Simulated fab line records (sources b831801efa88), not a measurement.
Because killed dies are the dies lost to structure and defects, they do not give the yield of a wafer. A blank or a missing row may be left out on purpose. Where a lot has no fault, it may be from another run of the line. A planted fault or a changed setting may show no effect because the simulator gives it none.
fab line records	flow sky130	part 1 of 2: steps 1 to 30 of 42
record: lots: 5	wafers: 15	last-day: 49
route steps=708 shown NWELL@80 PWDE@84 VT_ADJUST_HVTP@85 VT_ADJUST_LVTN@97 VT_ADJUST_NCORE@119
lots untouched by any fault: they come from a run of this same line in which no faults occurred
start-h: the number of hours between the record's first day and the start of the first shown wafer of the lot	wait-h: time in hours since the lot's previous step	" same as the row above	L1.1+2: several wafers, shown together as one row	- value missing, or start not given	* or withheld: withheld	< > ~ a bound
route shown NAME@n: a module of which the file shows steps, and the number in the route of the first	usual: mean and standard deviation over wafers with no fault	same: alike in all rows	chamber/n: place in a boat	sites: per-site readings	_std_site: standard deviation across them	_edge_site: inner sites' mean taken away from outer sites' mean	radius-mm: how far each site lies from the wafer's centre	mask NAME#n: copy n	behind: the most recent tool/chamber to have shaped the wafer	hold: cause of the lot's hold/its duration in hours/its outcome	device: the transistor (n, p or np) that didn't switch	end of line: the same wafers' tests at the end of the route	step lacking rows: just its recipe	killed: not the wafer's yield, but the dies lost to structure and defects at the first sort	map: per-die view of a wafer (x killed, . not killed, _ where there is no die)
set.NAME: the run value of the setting; set.NAME@STEP: its run value at that earlier step	model.NAME: the simulator's own value behind a step, which no gauge read
certain route steps with their lots: each step a table, each wafer a row
services: when a tool's chamber went out of use (start-h, in hours from the record's first day, below 0 if earlier), for how many hours, and the reason
== steps ==
step: SKY_NWELL_CLEAN_27
recipe: chemistry: SC1/SC2	mix: 1:4:20	temp-c: 70	time-s: 150	dry: n2-spin
usual: bath-heat-duty-pct: 13.7/1.6
lot.wafer	tool	chamber	start-h	wait-h	bath-heat-duty-pct
L076.1	wet-bench-02	3	117.64	0.1	14.4
L076.3	"	3	"	"	14.9
L076.6	"	3	"	"	14.3
L077.1	wet-bench-02	0	124.14	0.1	12.2
L077.4	"	0	"	"	11.8
L077.5	"	0	"	"	11.8
L083.4	wet-bench-03	2	158.01	0.0	13.0
L083.5	"	2	"	"	11.3
L083.6	"	2	"	"	11.5
L087.1	wet-bench-03	3	183.21	0.1	13.8
L087.4	"	3	"	"	13.9
L087.5	"	3	"	"	14.7
L093.3	wet-bench-02	1	221.87	0.0	12.4
L093.5	"	1	"	"	11.4
L093.6	"	1	"	"	12.5
step: SKY_NWELL_RTA_28
recipe: temp-c: 1050	time-s: 30	idle-temp-c: 650	ramp-up-c-per-s: 150	ramp-down-c-per-s: 90	ambient: N2
usual: lamp-power-pct: 25.30/0.061	wafer_temp_C_max: 1054.7/0.97
lot.wafer	tool	chamber	start-h	wait-h	lamp-power-pct	wafer_temp_C_max
L076.1	rtp-anneal-02	0	117.69	0.0	25.27	1055.5
L076.3	"	0	"	"	25.25	1055.6
L076.6	"	0	"	"	25.26	1054.4
L077.1	rtp-anneal-02	0	124.19	0.0	25.37	1053.6
L077.4	"	0	"	"	25.31	1053.7
L077.5	"	0	"	"	25.29	1053.2
L083.4	rtp-anneal-01	0	158.11	0.1	25.35	1055.5
L083.5	"	0	"	"	25.24	1054.8
L083.6	"	0	"	"	25.33	1053.7
L087.1	rtp-anneal-02	0	183.26	0.0	25.31	1054.6
L087.4	"	0	"	"	25.29	1055.5
L087.5	"	0	"	"	25.35	1054.5
L093.3	rtp-anneal-01	0	221.95	0.0	25.34	1057.2
L093.5	"	0	"	"	25.27	1053.0
L093.6	"	0	"	"	25.32	1055.9
step: SKY_NWELL_RS_MEAS_29
recipe: thk-meas-gauge: four-point-probe
usual: NWELL_RS: 626.5/1.6
lot.wafer	tool	chamber	start-h	wait-h	NWELL_RS[ohm/sq]
L076.1	film-metro-03	-	117.79	0.1	629.2
L076.3	"	-	"	"	629.4
L076.6	"	-	"	"	628.7
L077.1	film-metro-03	-	124.29	0.1	628.6
L077.4	"	-	"	"	626.7
L077.5	"	-	"	"	627.0
L083.4	film-metro-01	-	158.22	0.1	624.5
L083.5	"	-	"	"	623.5
L083.6	"	-	"	"	624.0
L087.1	film-metro-03	-	183.36	0.1	627.3
L087.4	"	-	"	"	626.3
L087.5	"	-	"	"	626.3
L093.3	film-metro-02	-	222.06	0.1	625.3
L093.5	"	-	"	"	627.3
L093.6	"	-	"	"	628.1
step: SKY_NWELL_RS_MEAS_31
recipe: thk-meas-gauge: four-point-probe
usual: PWDE_RS: 5272/18
lot.wafer	tool	chamber	start-h	wait-h	PWDE_RS[ohm/sq]
L076.1	film-metro-03	-	118.03	0.1	5276
L076.3	"	-	"	"	5271
L076.6	"	-	"	"	5255
L077.1	film-metro-03	-	124.53	0.1	5269
L077.4	"	-	"	"	5267
L077.5	"	-	"	"	5270
L083.4	film-metro-01	-	158.46	0.1	5254
L083.5	"	-	"	"	5248
L083.6	"	-	"	"	5261
L087.1	film-metro-03	-	183.60	0.1	5273
L087.4	"	-	"	"	5271
L087.5	"	-	"	"	5277
L093.3	film-metro-02	-	222.30	0.1	5271
L093.5	"	-	"	"	5264
L093.6	"	-	"	"	5249
step: SKY_VT_ADJUST_HVTP_DEHYDRATE_00
recipe: temp-c: 200	time-s: 60
lot.wafer	tool	chamber	start-h	wait-h
L076.1+3+6	litho-track-04	0	126.79	8.7
L077.1+4+5	litho-track-02	0	133.40	8.9
L083.4+5+6	litho-track-02	0	168.18	9.7
L087.1+4+5	litho-track-03	0	194.04	10.4
L093.3+5+6	litho-track-02	0	233.15	10.8
step: SKY_VT_ADJUST_HVTP_HMDS_01
recipe: prime-time-s: 61.39	prime-temp-c: 120
lot.wafer	tool	chamber	start-h	wait-h
L076.1+3+6	litho-track-04	0	126.94	0.1
L077.1+4+5	litho-track-02	0	133.55	0.1
L083.4+5+6	litho-track-02	0	168.33	0.1
L087.1+4+5	litho-track-03	0	194.19	0.1
L093.3+5+6	litho-track-02	0	233.30	0.1
step: SKY_VT_ADJUST_HVTP_COAT_02
recipe: resist: NOVOLAK	spin-rpm: 3000	resist-thk-nm: 1140
usual: dispense-pressure-kPa: 49.1/2	spin-speed-rpm: 2999.5/2.4
lot.wafer	tool	chamber	start-h	wait-h	dispense-pressure-kPa	spin-speed-rpm
L076.1	litho-track-04	0	127.09	0.1	50.4	3001.1
L076.3	"	0	"	"	50.4	3000.6
L076.6	"	0	"	"	50.4	2999.9
L077.1	litho-track-02	0	133.70	0.1	51.3	3004.6
L077.4	"	0	"	"	51.3	3000.1
L077.5	"	0	"	"	51.2	3000.7
L083.4	litho-track-02	0	168.48	0.1	51.3	2997.2
L083.5	"	0	"	"	51.3	3001.0
L083.6	"	0	"	"	51.3	2997.3
L087.1	litho-track-03	0	194.34	0.1	46.5	2996.1
L087.4	"	0	"	"	46.6	2999.7
L087.5	"	0	"	"	46.5	2997.9
L093.3	litho-track-02	0	233.45	0.1	51.3	3000.8
L093.5	"	0	"	"	51.3	3000.8
L093.6	"	0	"	"	51.3	3000.0
step: SKY_VT_ADJUST_HVTP_SOFTBAKE_03
recipe: temp-c: 90	time-s: 60	resist: NOVOLAK
lot.wafer	tool	chamber	start-h	wait-h
L076.1+3+6	litho-track-04	0	127.24	0.1
L077.1+4+5	litho-track-02	0	133.85	0.1
L083.4+5+6	litho-track-02	0	168.63	0.1
L087.1+4+5	litho-track-03	0	194.49	0.1
L093.3+5+6	litho-track-02	0	233.60	0.1
step: SKY_VT_ADJUST_HVTP_EXPOSE_04
recipe: mask-id: HVTPM	na: 0.6	source-shape: conventional	sigma-outer: 0.6	polarization: unpolarized	target-cd-nm: 380	dose-mj: 140
same: na: 0.6
lot.wafer	tool	chamber	start-h	wait-h	mask
L076.1+3+6	iline-stepper-01	0	-	-	HVTPM#0
L077.1+4+5	iline-stepper-01	0	-	-	HVTPM#0
L083.4+5+6	iline-stepper-01	0	-	-	HVTPM#0
L087.1+4+5	iline-stepper-01	0	-	-	HVTPM#0
L093.3+5+6	iline-stepper-01	0	-	-	HVTPM#0
step: SKY_VT_ADJUST_HVTP_PEB_05
recipe: temp-c: withheld	time-s: *	resist: NOVOLAK
lot.wafer	tool	chamber	start-h	wait-h
L076.1+3+6	litho-track-04	0	-	-
L077.1+4+5	litho-track-03	0	-	-
L083.4+5+6	litho-track-04	0	-	-
L087.1+4+5	litho-track-03	0	-	-
L093.3+5+6	litho-track-03	0	-	-
step: SKY_VT_ADJUST_HVTP_DEVELOP_06
recipe: resist: NOVOLAK	developer: TMAH	develop-time-s: 60	dev-temp-c: 23
lot.wafer	tool	chamber	start-h	wait-h
L076.1+3+6	litho-track-04	0	136.59	0.1
L077.1+4+5	litho-track-03	0	143.14	0.1
L083.4+5+6	litho-track-04	0	178.76	0.1
L087.1+4+5	litho-track-03	0	204.44	0.1
L093.3+5+6	litho-track-03	0	245.14	0.1
step: SKY_VT_ADJUST_HVTP_CD_MEAS_07
recipe: target-cd-nm: 380
usual: cd-nm: 380.6/2.8
lot.wafer	tool	chamber	start-h	wait-h	cd-nm
L076.1	cd-sem-02	-	136.74	0.1	382.3
L076.3	"	-	"	"	379.1
L076.6	"	-	"	"	379.4
L077.1	cd-sem-02	-	143.29	0.1	377.8
L077.4	"	-	"	"	377.0
L077.5	"	-	"	"	376.8
L083.4	cd-sem-02	-	178.90	0.1	387.6
L083.5	"	-	"	"	385.1
L083.6	"	-	"	"	384.4
L087.1	cd-sem-01	-	204.59	0.1	380.7
L087.4	"	-	"	"	383.6
L087.5	"	-	"	"	380.1
L093.3	cd-sem-01	-	245.28	0.1	382.6
L093.5	"	-	"	"	381.4
L093.6	"	-	"	"	380.7
step: SKY_VT_ADJUST_HVTP_OVL_MEAS_08
usual: VT_ADJUST_HVTP_OVL: -0.3/1.7
lot.wafer	tool	chamber	start-h	wait-h	VT_ADJUST_HVTP_OVL[nm]
L076.1	overlay-02	-	136.86	0.1	0.3
L076.3	"	-	"	"	-0.1
L076.6	"	-	"	"	1.3
L077.1	overlay-02	-	143.41	0.1	-1.8
L077.4	"	-	"	"	-0.1
L077.5	"	-	"	"	0.1
L083.4	overlay-02	-	178.98	0.1	3.0
L083.5	"	-	"	"	2.9
L083.6	"	-	"	"	2.6
L087.1	overlay-02	-	204.71	0.1	-1.0
L087.4	"	-	"	"	-1.4
L087.5	"	-	"	"	-0.1
L093.3	overlay-02	-	245.37	0.1	-1.6
L093.5	"	-	"	"	-2.0
L093.6	"	-	"	"	-2.4
step: SKY_VT_ADJUST_HVTP_IMPLANT_09
recipe: species: As	energy-kev: 150	dose-cm2: 4.3e+12	tilt-deg: withheld
usual: end-station-pressure-torr: 5.01e-06/2.9e-07
lot.wafer	tool	chamber	start-h	wait-h	end-station-pressure-torr
L076.1	implanter-04	0	136.90	0.0	4.64e-06
L076.3	"	0	"	"	5.21e-06
L076.6	"	0	"	"	5.03e-06
L077.1	implanter-04	0	143.45	0.0	5.5e-06
L077.4	"	0	"	"	5.5e-06
L077.5	"	0	"	"	5.29e-06
L083.4	implanter-04	0	179.07	0.1	5.55e-06
L083.5	"	0	"	"	4.67e-06
L083.6	"	0	"	"	5.06e-06
L087.1	implanter-04	0	204.75	0.0	4.52e-06
L087.4	"	0	"	"	4.89e-06
L087.5	"	0	"	"	4.81e-06
L093.3	implanter-04	0	245.45	0.1	4.91e-06
L093.5	"	0	"	"	5.06e-06
L093.6	"	0	"	"	4.94e-06
step: SKY_VT_ADJUST_HVTP_STRIP_10
recipe: chemistry: O2/N2	power-w: 1400	pressure-mtorr: 1500	platen-temp-c: withheld	o2-flow-sccm: 3000	n2-flow-sccm: 300	overash-fraction: 0.5
usual: drypump-motor-current-A: 5.9/0.57	oes-product-au: 0.715/0.0042	strip-time-to-endpoint-s: 14.18/0.041
lot.wafer	tool	chamber	start-h	wait-h	drypump-motor-current-A	oes-product-au	rf-hours-counter-h	strip-time-to-endpoint-s
L076.1	plasma-asher-01	0	137.05	0.1	5.5	0.719	37	14.18
L076.3	"	1	"	"	5.2	0.716	-	14.11
L076.6	"	1	"	"	5.2	0.712	-	14.07
L077.1	plasma-asher-04	1	143.60	0.1	6.5	0.713	46	14.16
L077.4	"	0	"	"	5.1	0.714	-	14.19
L077.5	"	0	"	"	5.1	0.712	-	14.14
L083.4	plasma-asher-04	0	179.18	0.1	5.2	0.712	-	14.14
L083.5	"	0	"	"	5.2	0.719	-	14.17
L083.6	"	1	"	"	6.4	0.710	-	14.14
L087.1	plasma-asher-01	1	204.90	0.1	5.2	0.714	43	14.19
L087.4	"	0	"	"	5.5	0.710	-	14.22
L087.5	"	0	"	"	5.5	0.719	-	14.24
L093.3	plasma-asher-03	0	245.58	0.1	6.6	0.714	-	14.22
L093.5	"	1	"	"	6.0	0.716	-	14.18
L093.6	"	0	"	"	6.6	0.718	-	14.22
step: SKY_VT_ADJUST_HVTP_TW_MEAS_11
usual: VT_ADJUST_HVTP_TW: 1349/11
lot.wafer	tool	chamber	start-h	wait-h	VT_ADJUST_HVTP_TW
L076.1	film-metro-02	-	137.15	0.1	1368
L076.3	"	-	"	"	1360
L076.6	"	-	"	"	1356
L077.1	film-metro-03	-	143.70	0.1	1342
L077.4	"	-	"	"	1341
L077.5	"	-	"	"	1348
L083.4	film-metro-04	-	179.28	0.1	1340
L083.5	"	-	"	"	1354
L083.6	"	-	"	"	1344
L087.1	film-metro-04	-	205.00	0.1	1346
L087.4	"	-	"	"	1337
L087.5	"	-	"	"	1340
L093.3	film-metro-04	-	245.67	0.1	1337
L093.5	"	-	"	"	1335
L093.6	"	-	"	"	1342
step: SKY_VT_ADJUST_LVTN_DEHYDRATE_00
recipe: temp-c: 200	time-s: 60
lot.wafer	tool	chamber	start-h	wait-h
L076.1+3+6	litho-track-01	0	146.66	9.5
L077.1+4+5	litho-track-03	0	153.64	9.9
L083.4+5+6	litho-track-01	0	189.39	10.1
L087.1+4+5	litho-track-01	0	214.16	9.2
L093.3+5+6	litho-track-02	0	256.30	10.6
step: SKY_VT_ADJUST_LVTN_HMDS_01
recipe: prime-time-s: 60	prime-temp-c: 120
lot.wafer	tool	chamber	start-h	wait-h
L076.1+3+6	litho-track-01	0	146.81	0.1
L077.1+4+5	litho-track-03	0	153.79	0.1
L083.4+5+6	litho-track-01	0	189.54	0.1
L087.1+4+5	litho-track-01	0	214.31	0.1
L093.3+5+6	litho-track-02	0	256.45	0.1
step: SKY_VT_ADJUST_LVTN_COAT_02
recipe: spin-rpm: 2000	resist-thk-nm: 3000
usual: dispense-pressure-kPa: 49.2/2.1	spin-speed-rpm: 2000.2/1.5
lot.wafer	tool	chamber	start-h	wait-h	dispense-pressure-kPa	spin-speed-rpm
L076.1	litho-track-01	0	146.96	0.1	50.5	1999.2
L076.3	"	0	"	"	50.5	1999.7
L076.6	"	0	"	"	50.5	2000.6
L077.1	litho-track-03	0	153.94	0.1	46.5	2002.1
L077.4	"	0	"	"	46.5	2002.2
L077.5	"	0	"	"	46.5	1997.7
L083.4	litho-track-01	0	189.69	0.1	50.5	2000.9
L083.5	"	0	"	"	50.5	1998.8
L083.6	"	0	"	"	50.5	2002.1
L087.1	litho-track-01	0	214.46	0.1	50.5	1999.9
L087.4	"	0	"	"	50.5	1998.8
L087.5	"	0	"	"	50.5	2000.4
L093.3	litho-track-02	0	256.60	0.1	51.3	2000.1
L093.5	"	0	"	"	51.3	1997.3
L093.6	"	0	"	"	51.3	1999.2
step: SKY_VT_ADJUST_LVTN_SOFTBAKE_03
recipe: temp-c: 110	time-s: withheld
lot.wafer	tool	chamber	start-h	wait-h
L076.1+3+6	litho-track-01	0	147.11	0.1
L077.1+4+5	litho-track-03	0	154.09	0.1
L083.4+5+6	litho-track-01	0	189.86	0.1
L087.1+4+5	litho-track-01	0	214.61	0.1
L093.3+5+6	litho-track-02	0	256.77	0.1
step: SKY_VT_ADJUST_LVTN_EXPOSE_04
recipe: mask-id: NWM_COMPLEMENT_LESS_NATIVE	na: 0.6	source-shape: conventional	sigma-outer: 0.6	polarization: unpolarized	target-cd-nm: 840	dose-mj: 194
same: na: 0.6
lot.wafer	tool	chamber	start-h	wait-h	mask
L076.1+3+6	iline-stepper-02	0	-	-	NWM_COMPLEMENT_LESS_NATIVE#0
L077.1+4+5	iline-stepper-01	0	-	-	NWM_COMPLEMENT_LESS_NATIVE#0
L083.4+5+6	iline-stepper-01	0	-	-	NWM_COMPLEMENT_LESS_NATIVE#0
L087.1+4+5	iline-stepper-01	0	-	-	NWM_COMPLEMENT_LESS_NATIVE#0
L093.3+5+6	iline-stepper-02	0	-	-	NWM_COMPLEMENT_LESS_NATIVE#0
step: SKY_VT_ADJUST_LVTN_PEB_05
recipe: temp-c: 115	time-s: withheld
lot.wafer	tool	chamber	start-h	wait-h
L076.1+3+6	litho-track-02	0	-	-
L077.1+4+5	litho-track-03	0	-	-
L083.4+5+6	litho-track-02	0	-	-
L087.1+4+5	litho-track-01	0	-	-
L093.3+5+6	litho-track-02	0	-	-
step: SKY_VT_ADJUST_LVTN_DEVELOP_06
recipe: wall-angle-deg: 90	developer: TMAH	develop-time-s: 60	dev-temp-c: 23
lot.wafer	tool	chamber	start-h	wait-h
L076.1+3+6	litho-track-02	0	-	-
L077.1+4+5	litho-track-03	0	-	-
L083.4+5+6	litho-track-02	0	-	-
L087.1+4+5	litho-track-01	0	-	-
L093.3+5+6	litho-track-02	0	-	-
step: SKY_VT_ADJUST_LVTN_OVL_MEAS_07
usual: VT_ADJUST_LVTN_OVL: -1.0/1.3
lot.wafer	tool	chamber	start-h	wait-h	VT_ADJUST_LVTN_OVL[nm]
L076.1	overlay-02	-	157.05	-	-2.3
L076.3	"	-	"	"	-1.5
L076.6	"	-	"	"	-1.7
L077.1	overlay-02	-	164.29	-	-1.3
L077.4	"	-	"	"	-2.1
L077.5	"	-	"	"	0.9
L083.4	overlay-02	-	201.02	-	0.4
L083.5	"	-	"	"	-0.6
L083.6	"	-	"	"	-0.5
L087.1	overlay-02	-	225.46	-	-0.4
L087.4	"	-	"	"	0.5
L087.5	"	-	"	"	0.9
L093.3	overlay-02	-	268.76	-	-3.3
L093.5	"	-	"	"	-3.0
L093.6	"	-	"	"	-3.1
step: SKY_VT_ADJUST_LVTN_IMPLANT_08
recipe: species: B	energy-kev: 30.27	dose-cm2: 1.57e+12	tilt-deg: withheld
usual: end-station-pressure-torr: 4.98e-06/2.4e-07
lot.wafer	tool	chamber	start-h	wait-h	end-station-pressure-torr
L076.1	implanter-04	0	157.09	0.0	5.02e-06
L076.3	"	0	"	"	5.23e-06
L076.6	"	0	"	"	4.92e-06
L077.1	implanter-04	0	164.33	0.0	5.11e-06
L077.4	"	0	"	"	5.46e-06
L077.5	"	0	"	"	5.05e-06
L083.4	implanter-03	0	201.11	0.1	4.73e-06
L083.5	"	0	"	"	4.74e-06
L083.6	"	0	"	"	4.88e-06
L087.1	implanter-02	0	225.50	0.0	5.55e-06
L087.4	"	0	"	"	4.88e-06
L087.5	"	0	"	"	5.3e-06
L093.3	implanter-02	0	268.84	0.1	4.67e-06
L093.5	"	0	"	"	5.13e-06
L093.6	"	0	"	"	4.72e-06
step: SKY_VT_ADJUST_LVTN_STRIP_09
recipe: chemistry: O2/N2	power-w: 1400	pressure-mtorr: 1500	platen-temp-c: withheld	o2-flow-sccm: 3000	n2-flow-sccm: 300	overash-fraction: 0.5
usual: drypump-motor-current-A: 5.9/0.41	oes-product-au: 0.722/0.0046	strip-time-to-endpoint-s: 36.94/0.099
lot.wafer	tool	chamber	start-h	wait-h	drypump-motor-current-A	oes-product-au	rf-hours-counter-h	strip-time-to-endpoint-s
L076.1	plasma-asher-01	0	157.24	0.1	5.5	0.722	39	36.89
L076.3	"	0	"	"	5.5	0.718	-	36.90
L076.6	"	0	"	"	5.5	0.722	-	36.78
L077.1	plasma-asher-01	0	164.48	0.1	5.5	0.723	39	36.97
L077.4	"	0	"	"	5.5	0.726	-	36.89
L077.5	"	1	"	"	5.2	0.721	-	36.87
L083.4	plasma-asher-03	1	201.22	0.1	6.0	0.722	-	36.96
L083.5	"	1	"	"	6.0	0.722	-	36.92
L083.6	"	0	"	"	6.6	0.722	-	36.92
L087.1	plasma-asher-02	0	225.65	0.1	5.9	0.717	11	37.01
L087.4	"	0	"	"	5.9	0.720	-	36.91
L087.5	"	1	"	"	5.9	0.723	-	36.94
L093.3	plasma-asher-01	1	268.97	0.1	5.2	0.716	-	36.97
L093.5	"	0	"	"	5.5	0.732	-	36.95
L093.6	"	1	"	"	5.2	0.721	-	36.89
step: SKY_VT_ADJUST_LVTN_TW_MEAS_10
usual: VT_ADJUST_LVTN_TW: 240.1/1.9
lot.wafer	tool	chamber	start-h	wait-h	VT_ADJUST_LVTN_TW
L076.1	film-metro-03	-	157.34	0.1	238.8
L076.3	"	-	"	"	239.3
L076.6	"	-	"	"	237.6
L077.1	film-metro-03	-	164.58	0.1	239.6
L077.4	"	-	"	"	238.0
L077.5	"	-	"	"	238.4
L083.4	film-metro-04	-	201.31	0.1	239.8
L083.5	"	-	"	"	239.4
L083.6	"	-	"	"	240.0
L087.1	film-metro-03	-	225.75	0.1	236.9
L087.4	"	-	"	"	238.2
L087.5	"	-	"	"	238.3
L093.3	film-metro-04	-	269.06	0.1	240.9
L093.5	"	-	"	"	241.8
L093.6	"	-	"	"	241.5
step: SKY_VT_ADJUST_LVTN_DEHYDRATE_11
recipe: temp-c: 200	time-s: 60
lot.wafer	tool	chamber	start-h	wait-h
L076.1+3+6	litho-track-03	0	166.89	9.5
L077.1+4+5	litho-track-03	0	174.59	10.0
L083.4+5+6	litho-track-02	0	210.28	9.0
L087.1+4+5	litho-track-01	0	237.06	11.3
L093.3+5+6	litho-track-02	0	280.80	11.7
step: SKY_VT_ADJUST_LVTN_HMDS_12
recipe: prime-time-s: 60	prime-temp-c: 120
lot.wafer	tool	chamber	start-h	wait-h
L076.1+3+6	litho-track-03	0	167.04	0.1
L077.1+4+5	litho-track-03	0	174.74	0.1
L083.4+5+6	litho-track-02	0	210.43	0.1
L087.1+4+5	litho-track-01	0	237.21	0.1
L093.3+5+6	litho-track-02	0	280.95	0.1
step: SKY_VT_ADJUST_LVTN_COAT_13
recipe: resist: NOVOLAK	spin-rpm: 3000	resist-thk-nm: 1140
usual: dispense-pressure-kPa: 49.1/2.2	spin-speed-rpm: 3000.0/2.2
lot.wafer	tool	chamber	start-h	wait-h	dispense-pressure-kPa	spin-speed-rpm
L076.1	litho-track-03	0	167.19	0.1	46.5	3003.9
L076.3	"	0	"	"	46.5	3000.0
L076.6	"	0	"	"	46.5	3000.6
L077.1	litho-track-03	0	174.89	0.1	46.5	3002.5
L077.4	"	0	"	"	46.5	3001.9
L077.5	"	0	"	"	46.5	2999.4
L083.4	litho-track-02	0	210.58	0.1	51.3	3003.0
L083.5	"	0	"	"	51.2	3001.4
L083.6	"	0	"	"	51.3	3001.1
L087.1	litho-track-01	0	237.36	0.1	50.5	3002.1
L087.4	"	0	"	"	50.5	3001.3
L087.5	"	0	"	"	50.5	2997.3
L093.3	litho-track-02	0	281.10	0.1	51.3	3001.4
L093.5	"	0	"	"	51.3	2999.9
L093.6	"	0	"	"	51.3	3001.6
